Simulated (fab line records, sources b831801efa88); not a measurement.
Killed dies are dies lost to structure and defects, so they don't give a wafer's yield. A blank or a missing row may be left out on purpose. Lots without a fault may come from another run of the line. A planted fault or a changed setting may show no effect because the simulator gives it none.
fab line records | flow gf180mcu
record lots=5 wafers=15 last_day=33
route steps=602 shown NSD@239 PSD@248 SAB@264 SALICIDE@278
lots that met no fault: from a run of the same line without faults
start_h: hours from the record's first day to the start of the lot's first wafer shown | wait_h: hours since the lot's step before | " the same as in the row above | L1.1+2: a row that stands for several wafers | - no value, or no start given | * or withheld: withheld | < > ~ a bound
route shown NAME@n: a module of which the file shows steps, and the number in the route of the first | usual: mean/standard deviation of fault-free wafers | same: alike in all rows | chamber/n: place in a boat | sites: the reading at each site | _std_site: their standard deviation | _edge_site: outer sites' mean less inner sites' | radius_mm: how far each site lies from the wafer's centre | mask NAME#n: copy n | behind: the tool/chamber that last shaped the wafer | hold: why the lot was held/for how many hours/how that ended | device: the transistor (n, p or np) that didn't switch | end of line: the same wafers' tests at the end of the route | a step without rows: its recipe alone | killed: dies lost to structure and defects at the first sort, not the wafer's yield | map: a wafer's dies, x killed, . not, _ none there
set.NAME: the setting as run; set.NAME@STEP: as run at that earlier step | model.NAME: the simulator's own value behind a step, which no gauge read
lots at some steps of the route; a table a step, a row a wafer
services: from which hour (start_h, from the record's first day; less than 0 if before it) a tool's chamber was out of use, for how many hours, and why
## steps
# step GF_NSD_EXPOSE_04
# recipe mask_id=Nplus target_cd_nm=400 na=0.6 source_shape=conventional sigma_outer=0.6 dose_mj=140
# same na=0.6
# columns lot.wafer tool chamber start_h wait_h mask
L076.2+3+5 iline_stepper-02 0 - - Nplus#0
L078.4+5+6 iline_stepper-02 0 - - Nplus#0
L084.2+3+4 iline_stepper-02 0 - - Nplus#0
L085.2+5+6 iline_stepper-01 0 - - Nplus#0
L089.1+3+5 iline_stepper-02 0 - - Nplus#0
# step GF_NSD_PEB_05
# recipe temp_c=withheld time_s=* resist=NOVOLAK
# columns lot.wafer tool chamber start_h wait_h
L076.2+3+5 litho_track-01 0 - -
L078.4+5+6 litho_track-01 0 - -
L084.2+3+4 litho_track-04 0 - -
L085.2+5+6 litho_track-04 0 - -
L089.1+3+5 litho_track-02 0 - -
# step GF_NSD_DEVELOP_06
# recipe develop_time_s=60 dev_temp_c=23
# usual developer_temp_C=23.00/0.12
# columns lot.wafer tool chamber start_h wait_h developer_temp_C
L076.2 litho_track-01 0 311.63 0.1 23.00
L076.3 " 0 " " 22.87
L076.5 " 0 " " 22.93
L078.4 litho_track-01 0 330.48 0.1 23.16
L078.5 " 0 " " 23.11
L078.6 " 0 " " 23.13
L084.2 litho_track-04 0 383.72 0.1 22.93
L084.3 " 0 " " 22.93
L084.4 " 0 " " 22.87
L085.2 litho_track-04 0 392.12 0.1 23.17
L085.5 " 0 " " 23.11
L085.6 " 0 " " 23.01
L089.1 litho_track-02 0 433.20 0.1 23.11
L089.3 " 0 " " 23.18
L089.5 " 0 " " 23.12
# step GF_NSD_CD_MEAS_07
# recipe target_cd_nm=400
# usual cd_nm=399.5/2
# columns lot.wafer tool chamber start_h wait_h cd_nm
L076.2 cd_sem-01 - 311.77 0.1 399.4
L076.3 " - " " 400.4
L076.5 " - " " 401.7
L078.4 cd_sem-02 - 330.61 0.1 399.8
L078.5 " - " " 399.3
L078.6 " - " " 402.4
L084.2 cd_sem-02 - 383.86 0.1 400.4
L084.3 " - " " 399.6
L084.4 " - " " 400.4
L085.2 cd_sem-02 - 392.26 0.1 399.6
L085.5 " - " " 401.9
L085.6 " - " " 401.8
L089.1 cd_sem-01 - 433.35 0.1 399.6
L089.3 " - " " 402.0
L089.5 " - " " 401.2
# step GF_NSD_OVL_MEAS_08
# usual NSD_OVL=1.2/1.5
# columns lot.wafer tool chamber start_h wait_h NSD_OVL[nm]
L076.2 overlay-01 - 311.88 0.1 0.7
L076.3 " - " " 1.0
L076.5 " - " " 1.9
L078.4 overlay-01 - 330.69 0.1 2.2
L078.5 " - " " 1.0
L078.6 " - " " 2.5
L084.2 overlay-02 - 383.97 0.1 1.7
L084.3 " - " " 1.5
L084.4 " - " " -0.3
L085.2 overlay-01 - 392.37 0.1 1.7
L085.5 " - " " 0.8
L085.6 " - " " 0.2
L089.1 overlay-02 - 433.47 0.1 2.1
L089.3 " - " " 2.9
L089.5 " - " " 0.8
# step GF_NSD_IMPLANT_09
# recipe species=As energy_kev=58.57 dose_cm2=4e+15 tilt_deg=7
# usual beam_on_s=17.4/0.9
# columns lot.wafer tool chamber start_h wait_h beam_on_s
L076.2 implanter-03 0 311.93 0.0 17.5
L076.3 " 0 " " 17.2
L076.5 " 0 " " 17.3
L078.4 implanter-03 0 330.78 0.1 17.4
L078.5 " 0 " " 17.4
L078.6 " 0 " " 18.3
L084.2 implanter-03 0 384.02 0.0 17.8
L084.3 " 0 " " 17.8
L084.4 " 0 " " 17.8
L085.2 implanter-04 0 392.42 0.0 16.6
L085.5 " 0 " " 16.0
L085.6 " 0 " " 16.6
L089.1 implanter-03 0 433.50 0.0 17.9
L089.3 " 0 " " 18.2
L089.5 " 0 " " 17.8
# step GF_NSD_IMPLANT_10
# recipe species=P energy_kev=40 dose_cm2=5e+14 tilt_deg=7
# usual beam_on_s=10.01/0.2
# columns lot.wafer tool chamber start_h wait_h beam_on_s
L076.2 implanter-03 0 312.08 0.1 9.97
L076.3 " 0 " " 10.34
L076.5 " 0 " " 9.65
L078.4 implanter-03 0 330.93 0.1 10.30
L078.5 " 0 " " 10.08
L078.6 " 0 " " 9.66
L084.2 implanter-03 0 384.17 0.1 9.73
L084.3 " 0 " " 10.09
L084.4 " 0 " " 10.20
L085.2 implanter-04 0 392.57 0.1 10.37
L085.5 " 0 " " 10.12
L085.6 " 0 " " 9.97
L089.1 implanter-03 0 433.65 0.1 10.39
L089.3 " 0 " " 10.29
L089.5 " 0 " " 10.00
# step GF_NSD_STRIP_11
# recipe chemistry=O2/N2 power_w=1400 pressure_mtorr=1500 platen_temp_c=250 o2_flow_sccm=3000 n2_flow_sccm=300 overash_fraction=0.5
# usual drypump_motor_current_A=5.7/0.3 heater_power_w=345/36 o2_flow_sccm=3001/9.7 oes_product_au=0.489/0.0051 strip_time_to_endpoint_s=22.79/0.036
# same overash_fraction=0.5
# columns lot.wafer tool chamber start_h wait_h drypump_motor_current_A heater_power_w o2_flow_sccm oes_product_au rf_hours_counter_h strip_time_to_endpoint_s
L076.2 plasma_asher-02 1 312.21 0.1 5.5 262 2993 0.496 65 22.75
L076.3 " 0 " " 5.6 348 3005 0.497 - 22.78
L076.5 " 0 " " 5.6 364 2989 0.492 - 22.81
L078.4 plasma_asher-04 0 331.04 0.1 5.5 360 2998 0.489 - 22.79
L078.5 " 0 " " 5.5 354 2994 0.483 - 22.76
L078.6 " 1 " " 5.9 366 2993 0.489 - 22.78
L084.2 plasma_asher-04 0 384.30 0.1 5.4 355 2996 0.500 73 22.75
L084.3 " 1 " " 6.0 375 3007 0.490 - 22.77
L084.4 " 0 " " 5.5 354 2992 0.495 - 22.78
L085.2 plasma_asher-04 0 392.70 0.1 5.4 369 2997 0.490 74 22.84
L085.5 " 0 " " 5.5 360 3008 0.490 - 22.81
L085.6 " 1 " " 5.9 377 3006 0.485 - 22.77
L089.1 plasma_asher-04 0 433.80 0.1 5.5 364 2985 0.482 79 22.76
L089.3 " 0 " " 5.4 364 3006 0.484 - 22.75
L089.5 " 0 " " 5.5 358 2965 0.485 - 22.77
# step GF_NSD_TW_MEAS_12
# usual NSD_TW=4244/30
# columns lot.wafer tool chamber start_h wait_h NSD_TW
L076.2 film_metro-01 - 312.32 0.1 4233
L076.3 " - " " 4245
L076.5 " - " " 4213
L078.4 film_metro-04 - 331.14 0.1 4268
L078.5 " - " " 4256
L078.6 " - " " 4256
L084.2 film_metro-01 - 384.41 0.1 4274
L084.3 " - " " 4276
L084.4 " - " " 4293
L085.2 film_metro-03 - 392.81 0.1 4291
L085.5 " - " " 4268
L085.6 " - " " 4296
L089.1 film_metro-03 - 433.90 0.1 4297
L089.3 " - " " 4301
L089.5 " - " " 4276
# step GF_PSD_DEHYDRATE_00
# recipe temp_c=200 time_s=60
# columns lot.wafer tool chamber start_h wait_h
L076.2+3+5 litho_track-04 0 322.17 9.8
L078.4+5+6 litho_track-01 0 341.68 10.5
L084.2+3+4 litho_track-04 0 395.47 11.0
L085.2+5+6 litho_track-04 0 403.62 10.8
L089.1+3+5 litho_track-03 0 444.73 10.8
# step GF_PSD_HMDS_01
# recipe prime_time_s=60 prime_temp_c=120
# same prime_time_s=60
# columns lot.wafer tool chamber start_h wait_h
L076.2+3+5 litho_track-04 0 322.32 0.1
L078.4+5+6 litho_track-01 0 341.83 0.1
L084.2+3+4 litho_track-04 0 395.62 0.1
L085.2+5+6 litho_track-04 0 403.77 0.1
L089.1+3+5 litho_track-03 0 444.88 0.1
# step GF_PSD_COAT_02
# recipe resist=NOVOLAK spin_rpm=3000 resist_thk_nm=1000
# columns lot.wafer tool chamber start_h wait_h
L076.2+3+5 litho_track-04 0 322.47 0.1
L078.4+5+6 litho_track-01 0 341.98 0.1
L084.2+3+4 litho_track-04 0 395.77 0.1
L085.2+5+6 litho_track-04 0 403.92 0.1
L089.1+3+5 litho_track-03 0 445.03 0.1
# step GF_PSD_SOFTBAKE_03
# recipe temp_c=90 time_s=60 resist=NOVOLAK
# columns lot.wafer tool chamber start_h wait_h
L076.2+3+5 litho_track-04 0 322.62 0.1
L078.4+5+6 litho_track-01 0 342.13 0.1
L084.2+3+4 litho_track-04 0 395.92 0.1
L085.2+5+6 litho_track-04 0 404.07 0.1
L089.1+3+5 litho_track-03 0 445.18 0.1
# step GF_PSD_EXPOSE_04
# recipe mask_id=Pplus target_cd_nm=400 na=0.6 source_shape=conventional sigma_outer=0.6 dose_mj=137.2
# same na=0.6
# columns lot.wafer tool chamber start_h wait_h mask
L076.2+3+5 iline_stepper-02 0 - - Pplus#0
L078.4+5+6 iline_stepper-01 0 - - Pplus#0
L084.2+3+4 iline_stepper-02 0 - - Pplus#0
L085.2+5+6 iline_stepper-01 0 - - Pplus#0
L089.1+3+5 iline_stepper-02 0 - - Pplus#0
# step GF_PSD_PEB_05
# recipe temp_c=withheld time_s=* resist=NOVOLAK
# columns lot.wafer tool chamber start_h wait_h
L076.2+3+5 litho_track-04 0 - -
L078.4+5+6 litho_track-01 0 - -
L084.2+3+4 litho_track-01 0 - -
L085.2+5+6 litho_track-01 0 - -
L089.1+3+5 litho_track-01 0 - -
# step GF_PSD_DEVELOP_06
# recipe develop_time_s=60 dev_temp_c=23
# usual developer_temp_C=23.01/0.11
# columns lot.wafer tool chamber start_h wait_h developer_temp_C
L076.2 litho_track-04 0 332.87 0.1 23.11
L076.3 " 0 " " 22.95
L076.5 " 0 " " 22.94
L078.4 litho_track-01 0 352.53 0.1 23.02
L078.5 " 0 " " 22.84
L078.6 " 0 " " 22.99
L084.2 litho_track-01 0 407.63 0.1 22.91
L084.3 " 0 " " 22.88
L084.4 " 0 " " 23.15
L085.2 litho_track-01 0 416.38 0.1 22.91
L085.5 " 0 " " 22.96
L085.6 " 0 " " 22.76
L089.1 litho_track-01 0 457.50 0.1 22.94
L089.3 " 0 " " 22.95
L089.5 " 0 " " 23.00
# step GF_PSD_CD_MEAS_07
# recipe target_cd_nm=400
# usual cd_nm=399.2/2.5
# columns lot.wafer tool chamber start_h wait_h cd_nm
L076.2 cd_sem-02 - 333.01 0.1 399.4
L076.3 " - " " 399.8
L076.5 " - " " 396.1
L078.4 cd_sem-01 - 352.66 0.1 401.9
L078.5 " - " " 400.3
L078.6 " - " " 399.4
L084.2 cd_sem-02 - 407.82 0.2 403.9
L084.3 " - " " 403.3
L084.4 " - " " 405.3
L085.2 cd_sem-02 - 416.52 0.1 402.9
L085.5 " - " " 404.9
L085.6 " - " " 405.5
L089.1 cd_sem-01 - 457.65 0.1 400.4
L089.3 " - " " 400.1
L089.5 " - " " 400.3
# step GF_PSD_OVL_MEAS_08
# usual PSD_OVL=-0.2/1.3
# columns lot.wafer tool chamber start_h wait_h PSD_OVL[nm]
L076.2 overlay-02 - 333.12 0.1 0.3
L076.3 " - " " 0.0
L076.5 " - " " 0.5
L078.4 overlay-02 - 352.74 0.1 2.4
L078.5 " - " " -1.6
L078.6 " - " " 0.2
L084.2 overlay-02 - 407.93 0.1 -0.1
L084.3 " - " " -2.1
L084.4 " - " " -0.9
L085.2 overlay-02 - 416.63 0.1 -0.8
L085.5 " - " " -1.3
L085.6 " - " " -0.7
L089.1 overlay-02 - 457.77 0.1 -0.4
L089.3 " - " " 0.5
L089.5 " - " " 0.1
# step GF_PSD_IMPLANT_09
# recipe species=BF2 energy_kev=40 dose_cm2=1.5e+15 tilt_deg=7
# usual beam_on_s=10.00/0.21
# columns lot.wafer tool chamber start_h wait_h beam_on_s
L076.2 implanter-03 0 333.17 0.0 10.33
L076.3 " 0 " " 9.85
L076.5 " 0 " " 9.89
L078.4 implanter-01 0 352.83 0.1 9.77
L078.5 " 0 " " 10.02
L078.6 " 0 " " 9.78
L084.2 implanter-04 0 407.98 0.0 10.23
L084.3 " 0 " " 10.00
L084.4 " 0 " " 9.75
L085.2 implanter-04 0 416.68 0.0 9.82
L085.5 " 0 " " 10.25
L085.6 " 0 " " 10.28
L089.1 implanter-04 0 457.81 0.0 9.93
L089.3 " 0 " " 9.68
L089.5 " 0 " " 10.19
# step GF_PSD_STRIP_10
# recipe chemistry=O2/N2 power_w=1400 pressure_mtorr=1500 platen_temp_c=250 o2_flow_sccm=3000 n2_flow_sccm=300 overash_fraction=0.5
# usual drypump_motor_current_A=5.52/0.25 heater_power_w=347/48 o2_flow_sccm=3001/8.8 oes_product_au=0.592/0.0046 strip_time_to_endpoint_s=16.513/0.028
# same overash_fraction=0.5
# columns lot.wafer tool chamber start_h wait_h drypump_motor_current_A heater_power_w o2_flow_sccm oes_product_au rf_hours_counter_h strip_time_to_endpoint_s
L076.2 plasma_asher-04 0 333.30 0.1 5.46 357 2996 0.603 68 16.498
L076.3 " 1 " " 5.96 373 2996 0.585 - 16.477
L076.5 " 0 " " 5.47 358 3019 0.597 - 16.464
L078.4 plasma_asher-01 1 352.94 0.1 5.07 410 2994 0.600 - 16.500
L078.5 " 1 " " 5.06 416 2995 0.598 - 16.492
L078.6 " 0 " " 5.60 319 3001 0.589 - 16.489
L084.2 plasma_asher-02 1 408.11 0.1 5.54 263 2997 0.601 75 16.489
L084.3 " 1 " " 5.54 263 3007 0.599 - 16.516
L084.4 " 0 " " 5.58 349 3001 0.593 - 16.501
L085.2 plasma_asher-04 1 416.81 0.1 5.96 376 3014 0.585 77 16.523
L085.5 " 0 " " 5.45 353 2996 0.599 - 16.577
L085.6 " 1 " " 5.92 369 2999 0.586 - 16.562
L089.1 plasma_asher-01 0 457.96 0.1 5.60 331 2996 0.594 33 16.550
L089.3 " 1 " " 5.06 416 3001 0.592 - 16.542
L089.5 " 0 " " 5.63 323 3025 0.597 - 16.556
# step GF_PSD_TW_MEAS_11
# usual PSD_TW=3192/27
# columns lot.wafer tool chamber start_h wait_h PSD_TW
L076.2 film_metro-03 - 333.41 0.1 3223
L076.3 " - " " 3241
L076.5 " - " " 3228
L078.4 film_metro-04 - 353.04 0.1 3199
L078.5 " - " " 3194
L078.6 " - " " 3212
L084.2 film_metro-03 - 408.22 0.1 3196
L084.3 " - " " 3195
L084.4 " - " " 3193
L085.2 film_metro-04 - 416.92 0.1 3159
L085.5 " - " " 3167
L085.6 " - " " 3160
L089.1 film_metro-01 - 458.06 0.1 3218
L089.3 " - " " 3201
L089.5 " - " " 3191
# step GF_PSD_CLEAN_12
# recipe chemistry=SC1/SC2 mix=1:4:20 temp_c=70 time_s=150 dry=n2_spin
# columns lot.wafer tool chamber start_h wait_h
L076.2+3+5 wet_bench-01 0 333.46 0.0
L078.4+5+6 wet_bench-01 0 353.07 0.0
L084.2+3+4 wet_bench-02 1 408.27 0.0
L085.2+5+6 wet_bench-01 0 416.97 0.0
L089.1+3+5 wet_bench-04 1 458.12 0.1
# step GF_PSD_RTA_13
# recipe temp_c=1025 time_s=20 ambient=N2
# usual lamp_power_pct=36.6/1.5 wafer_temp_C_max=1029.2/0.94
# columns lot.wafer tool chamber start_h wait_h lamp_power_pct wafer_temp_C_max
L076.2 rtp_anneal-02 0 333.52 0.0 37.8 1030.6
L076.3 " 0 " " 37.9 1030.2
L076.5 " 0 " " 37.9 1028.2
L078.4 rtp_anneal-01 0 353.16 0.0 34.9 1028.0
L078.5 " 0 " " 34.9 1028.3
L078.6 " 0 " " 34.9 1027.9
L084.2 rtp_anneal-02 0 408.33 0.0 37.9 1030.3
L084.3 " 0 " " 37.8 1030.1
L084.4 " 0 " " 37.9 1028.9
L085.2 rtp_anneal-02 0 417.03 0.0 37.8 1029.3
L085.5 " 0 " " 37.9 1030.4
L085.6 " 0 " " 37.9 1029.7
L089.1 rtp_anneal-01 0 458.17 0.0 34.8 1028.4
L089.3 " 0 " " 34.9 1028.3
L089.5 " 0 " " 34.9 1029.5
# step GF_PSD_RS_MEAS_14
# recipe thk_meas_gauge=four-point-probe
# usual NSD_RS=46.54/0.087
# columns lot.wafer tool chamber start_h wait_h NSD_RS[ohm/sq]
L076.2 film_metro-04 - 333.61 0.1 46.44
L076.3 " - " " 46.48
L076.5 " - " " 46.42
L078.4 film_metro-04 - 353.27 0.1 46.50
L078.5 " - " " 46.58
L078.6 " - " " 46.37
L084.2 film_metro-04 - 408.42 0.1 46.59
L084.3 " - " " 46.60
L084.4 " - " " 46.59
L085.2 film_metro-01 - 417.12 0.1 46.61
L085.5 " - " " 46.52
L085.6 " - " " 46.45
L089.1 film_metro-01 - 458.25 0.1 46.69
L089.3 " - " " 46.64
L089.5 " - " " 46.60
# step GF_PSD_RS_MEAS_15
# recipe thk_meas_gauge=four-point-probe
# usual PSD_RS=108.61/0.28
# columns lot.wafer tool chamber start_h wait_h PSD_RS[ohm/sq]
L076.2 film_metro-04 - 333.73 0.1 108.25
L076.3 " - " " 108.11
L076.5 " - " " 108.22
L078.4 film_metro-04 - 353.39 0.1 108.40
L078.5 " - " " 108.67
L078.6 " - " " 108.33
L084.2 film_metro-04 - 408.54 0.1 108.89
L084.3 " - " " 108.91
L084.4 " - " " 108.68
L085.2 film_metro-01 - 417.24 0.1 108.21
L085.5 " - " " 107.99
L085.6 " - " " 108.13
L089.1 film_metro-01 - 458.37 0.1 109.10
L089.3 " - " " 109.03
L089.5 " - " " 108.82
# step GF_SAB_CVD_00
# recipe material=SiO2 target_thk_nm=50 precursor=TEOS temp_c=400 time_s=4.9302 rf_w=600
# usual heater_power_w=628/63
# columns lot.wafer tool chamber start_h wait_h heater_power_w
L076.2 pecvd-04 1 333.83 0.1 588
L076.3 " 0 " " 705
L076.5 " 2 " " 619
L078.4 pecvd-03 2 353.46 0.0 629
L078.5 " 1 " " 548
L078.6 " 0 " " 710
L084.2 pecvd-04 1 408.64 0.1 693
L084.3 " 2 " " 624
L084.4 " 1 " " 714
L085.2 pecvd-03 0 417.34 0.1 623
L085.5 " 2 " " 625
L085.6 " 1 " " 575
L089.1 pecvd-03 0 458.49 0.1 667
L089.3 " 2 " " 587
L089.5 " 0 " " 676
# step GF_SAB_THK_MEAS_01
# recipe reads=SiO2_of_SAB_CVD_00
# usual SAB_CVD_00_THK=49.8/0.75
# columns lot.wafer tool chamber start_h wait_h SAB_CVD_00_THK[nm]
L076.2 film_metro-04 - 333.86 0.0 48.6
L076.3 " - " " 49.9
L076.5 " - " " 50.6
L078.4 film_metro-02 - 353.50 0.0 49.9
L078.5 " - " " 50.2
L078.6 " - " " 51.0
L084.2 film_metro-01 - 408.67 0.0 48.9
L084.3 " - " " 49.3
L084.4 " - " " 49.6
L085.2 film_metro-04 - 417.37 0.0 50.6
L085.5 " - " " 50.7
L085.6 " - " " 49.9
L089.1 film_metro-04 - 458.51 0.0 49.8
L089.3 " - " " 49.0
L089.5 " - " " 50.2
# step GF_SAB_DEHYDRATE_02
# recipe temp_c=200 time_s=60
# columns lot.wafer tool chamber start_h wait_h
L076.2+3+5 litho_track-03 0 344.01 10.1
L078.4+5+6 litho_track-04 0 364.37 10.9
L084.2+3+4 litho_track-03 0 419.65 11.0
L085.2+5+6 litho_track-04 0 428.72 11.3
L089.1+3+5 litho_track-04 0 470.19 11.7
# step GF_SAB_HMDS_03
# recipe prime_time_s=60 prime_temp_c=120
# same prime_time_s=60
# columns lot.wafer tool chamber start_h wait_h
L076.2+3+5 litho_track-03 0 344.16 0.1
L078.4+5+6 litho_track-04 0 364.52 0.1
L084.2+3+4 litho_track-03 0 419.80 0.1
L085.2+5+6 litho_track-04 0 428.87 0.1
L089.1+3+5 litho_track-04 0 470.34 0.1
# step GF_SAB_COAT_04
# recipe resist=NOVOLAK spin_rpm=3000 resist_thk_nm=1000
# columns lot.wafer tool chamber start_h wait_h
L076.2+3+5 litho_track-03 0 344.31 0.1
L078.4+5+6 litho_track-04 0 364.67 0.1
L084.2+3+4 litho_track-03 0 419.95 0.1
L085.2+5+6 litho_track-04 0 429.02 0.1
L089.1+3+5 litho_track-04 0 470.49 0.1
# step GF_SAB_SOFTBAKE_05
# recipe temp_c=90 time_s=60 resist=NOVOLAK
# columns lot.wafer tool chamber start_h wait_h
L076.2+3+5 litho_track-03 0 344.46 0.1
L078.4+5+6 litho_track-04 0 364.82 0.1
L084.2+3+4 litho_track-03 0 420.10 0.1
L085.2+5+6 litho_track-04 0 429.17 0.1
L089.1+3+5 litho_track-04 0 470.64 0.1
# step GF_SAB_EXPOSE_06
# recipe mask_id=SAB target_cd_nm=420 na=0.6 source_shape=conventional sigma_outer=0.6 dose_mj=140
# same na=0.6
# columns lot.wafer tool chamber start_h wait_h mask
L076.2+3+5 iline_stepper-01 0 - - SAB#0
L078.4+5+6 iline_stepper-02 0 - - SAB#0
L084.2+3+4 iline_stepper-02 0 - - SAB#0
L085.2+5+6 iline_stepper-02 0 - - SAB#0
L089.1+3+5 iline_stepper-01 0 - - SAB#0
# step GF_SAB_PEB_07
# recipe temp_c=withheld time_s=* resist=NOVOLAK
# columns lot.wafer tool chamber start_h wait_h
L076.2+3+5 litho_track-04 0 - -
L078.4+5+6 litho_track-03 0 - -
L084.2+3+4 litho_track-03 0 - -
L085.2+5+6 litho_track-03 0 - -
L089.1+3+5 litho_track-03 0 - -
# step GF_SAB_DEVELOP_08
# recipe develop_time_s=60 dev_temp_c=23
# usual developer_temp_C=23.01/0.13
# columns lot.wafer tool chamber start_h wait_h developer_temp_C
L076.2 litho_track-04 0 354.97 0.1 22.97
L076.3 " 0 " " 23.10
L076.5 " 0 " " 23.16
L078.4 litho_track-03 0 375.31 0.1 23.06
L078.5 " 0 " " 23.10
L078.6 " 0 " " 23.00
L084.2 litho_track-03 0 432.60 0.1 22.88
L084.3 " 0 " " 23.14
L084.4 " 0 " " 23.03
L085.2 litho_track-03 0 441.45 0.1 23.11
L085.5 " 0 " " 23.07
L085.6 " 0 " " 22.87
L089.1 litho_track-03 0 483.18 0.1 23.22
L089.3 " 0 " " 23.35
L089.5 " 0 " " 23.36
# step GF_SAB_CD_MEAS_09
# recipe target_cd_nm=420
# usual cd_nm=420.0/2.4
# columns lot.wafer tool chamber start_h wait_h cd_nm
L076.2 cd_sem-01 - 355.11 0.1 421.2
L076.3 " - " " 421.7
L076.5 " - " " 419.9
L078.4 cd_sem-01 - 375.44 0.1 417.9
L078.5 " - " " 412.8
L078.6 " - " " 415.0
L084.2 cd_sem-01 - 432.75 0.1 422.0
L084.3 " - " " 420.9
L084.4 " - " " 422.4
L085.2 cd_sem-01 - 441.60 0.1 425.9
L085.5 " - " " 424.8
L085.6 " - " " 424.7
L089.1 cd_sem-01 - 483.33 0.1 419.6
L089.3 " - " " 420.9
L089.5 " - " " 420.9
# step GF_SAB_OVL_MEAS_10
# usual SAB_OVL=0.9/1.3
# columns lot.wafer tool chamber start_h wait_h SAB_OVL[nm]
L076.2 overlay-01 - 355.22 0.1 1.1
L076.3 " - " " 0.7
L076.5 " - " " 2.2
L078.4 overlay-01 - 375.52 0.1 0.7
L078.5 " - " " 0.9
L078.6 " - " " 2.9
L084.2 overlay-02 - 432.86 0.1 1.1
L084.3 " - " " 3.2
L084.4 " - " " 1.3
L085.2 overlay-01 - 441.71 0.1 -0.6
L085.5 " - " " 0.1
L085.6 " - " " 2.0
L089.1 overlay-01 - 483.45 0.1 1.3
L089.3 " - " " 1.2
L089.5 " - " " 1.5
# step GF_SAB_ETCH_11
# recipe chemistry=C4F8/O2/Ar mask_material=NOVOLAK target=SiO2 target_depth_nm=55 source_w=1500 bias_w=1200 pressure_mtorr=40 c4f8_flow_sccm=withheld O2_flow_sccm=6 Ar_flow_sccm=300 time_s=8.5
# usual oes_product_au=1.003/0.013
# columns lot.wafer tool chamber start_h wait_h oes_product_au rf_hours_counter_h
L076.2 rie_diel-03 1 355.25 0.0 0.995 11
L076.3 " 2 " " 1.007 3
L076.5 " 1 " " 0.993 -
L078.4 rie_diel-03 2 375.55 0.0 1.012 -
L078.5 " 1 " " 0.989 -
L078.6 " 3 " " 0.990 -
L084.2 rie_diel-04 0 432.89 0.0 0.981 0
L084.3 " 3 " " 1.021 106
L084.4 " 3 " " 1.021 -
L085.2 rie_diel-04 3 441.74 0.0 1.022 106
L085.5 " 1 " " 0.992 -
L085.6 " 3 " " 1.029 -
L089.1 rie_diel-04 2 483.48 0.0 0.994 1
L089.3 " 0 " " 0.998 1
L089.5 " 0 " " 1.001 -
# step GF_SAB_WET_ETCH_12
# recipe chemistry=dHF target_depth_nm=22 dry=n2_spin target=SiO2 temp_c=25 dilution=100:1 time_s=440
# columns lot.wafer tool chamber start_h wait_h
L076.2+3+5 wet_bench-03 0 355.27 0.0
L078.4+5+6 wet_bench-04 2 375.56 0.0
L084.2+3+4 wet_bench-02 1 432.91 0.0
L085.2+5+6 wet_bench-02 1 441.76 0.0
L089.1+3+5 wet_bench-03 3 483.51 0.0
# step GF_SAB_STRIP_13
# recipe chemistry=O2/N2 power_w=1400 pressure_mtorr=1500 platen_temp_c=250 o2_flow_sccm=3000 n2_flow_sccm=300 overash_fraction=0.5
# usual drypump_motor_current_A=5.5/0.3 heater_power_w=337/51 o2_flow_sccm=2999/8.6 oes_product_au=0.710/0.0041 strip_time_to_endpoint_s=12.60/0.034
# same overash_fraction=0.5
# columns lot.wafer tool chamber start_h wait_h drypump_motor_current_A heater_power_w o2_flow_sccm oes_product_au rf_hours_counter_h strip_time_to_endpoint_s
L076.2 plasma_asher-03 0 355.40 0.0 5.5 345 2994 0.705 57 12.55
L076.3 " 0 " " 5.5 357 3003 0.718 - 12.53
L076.5 " 1 " " 6.3 353 2972 0.710 - 12.58
L078.4 plasma_asher-02 1 375.75 0.0 5.5 269 2996 0.711 - 12.54
L078.5 " 1 " " 5.5 265 3005 0.708 - 12.57
L078.6 " 0 " " 5.6 359 2998 0.711 - 12.54
L084.2 plasma_asher-03 1 433.17 0.0 6.3 347 2994 0.711 64 12.61
L084.3 " 0 " " 5.5 359 2991 0.706 - 12.61
L084.4 " 1 " " 6.3 356 3004 0.706 - 12.61
L085.2 plasma_asher-02 0 441.89 0.0 5.6 334 3001 0.707 1 12.63
L085.5 " 0 " " 5.6 340 2992 0.707 - 12.65
L085.6 " 1 " " 5.5 254 3006 0.712 - 12.66
L089.1 plasma_asher-02 0 483.66 0.0 5.6 334 3003 0.711 6 12.61
L089.3 " 0 " " 5.6 336 2996 0.711 - 12.60
L089.5 " 1 " " 5.5 251 2997 0.709 - 12.65
# step GF_SALICIDE_CLEAN_00
# recipe chemistry=SC1/SC2 mix=1:4:20 temp_c=70 time_s=150
# columns lot.wafer tool chamber start_h wait_h
L076.2+3+5 wet_bench-02 2 355.50 0.1
L078.4+5+6 wet_bench-03 2 375.81 0.0
L084.2+3+4 wet_bench-01 3 433.27 0.1
L085.2+5+6 wet_bench-03 3 441.99 0.1
L089.1+3+5 wet_bench-01 2 483.76 0.1
# step GF_SALICIDE_WET_ETCH_01
# recipe chemistry=dHF target_depth_nm=5 dry=ipa_marangoni target=SiO2 temp_c=25 dilution=100:1 time_s=100
# columns lot.wafer tool chamber start_h wait_h
L076.2+3+5 wet_bench-01 3 355.56 0.0
L078.4+5+6 wet_bench-01 0 375.86 0.0
L084.2+3+4 wet_bench-02 2 433.32 0.0
L085.2+5+6 wet_bench-01 2 442.04 0.0
L089.1+3+5 wet_bench-02 0 483.82 0.0
# step GF_SALICIDE_SPUTTER_02
# recipe material=Co target_thk_nm=10 power_w=1000 time_s=20 chamber_pressure_pa=0.4
# usual throttle_valve_pct=30.6/0.93
# columns lot.wafer tool chamber start_h wait_h throttle_valve_pct
L076.2 pvd_sputter-02 - 355.59 0.0 30.4
L076.3 " - " " 30.8
L076.5 " - " " 31.2
L078.4 pvd_sputter-02 - 375.90 0.0 30.4
L078.5 " - " " 30.3
L078.6 " - " " 30.9
L084.2 pvd_sputter-03 - 433.39 0.0 32.1
L084.3 " - " " 29.8
L084.4 " - " " 30.2
L085.2 pvd_sputter-03 - 442.07 0.0 32.3
L085.5 " - " " 30.5
L085.6 " - " " 32.1
L089.1 pvd_sputter-01 - 483.85 0.0 30.6
L089.3 " - " " 29.0
L089.5 " - " " 30.5
## services
# columns tool chamber start_h hours kind
plasma_asher-03 - 281.21 1.2 repair
pecvd-04 - 285.92 2.5 repair
plasma_asher-01 - 286.07 1.9 repair
rie_diel-04 2 288.18 5.4 repair
plasma_asher-04 - 296.57 4.1 repair
implanter-03 - 300.45 1.8 repair
rie_diel-03 0 303.99 4.0 repair
implanter-03 - 314.56 14.8 repair
plasma_asher-03 - 316.08 0.3 repair
iline_stepper-01 - 319.67 4.4 pm
pvd_sputter-03 - 320.74 7.0 repair
wet_bench-04 - 322.01 1.5 repair
rie_diel-04 3 322.50 7.7 repair
wet_bench-03 - 331.68 1.9 pm
rie_diel-04 2 388.84 20.7 repair
rtp_anneal-02 - 394.99 7.9 repair
implanter-03 - 409.56 2.8 pm
plasma_asher-02 - 421.25 9.0 pm
iline_stepper-01 - 434.58 1.7 pm
rie_diel-04 0 454.15 3.8 repair
plasma_asher-04 - 463.26 1.0 repair
rie_diel-04 1 465.31 7.5 repair
iline_stepper-02 - 471.75 1.7 pm
iline_stepper-01 - 479.49 2.1 pm
## key
fault none
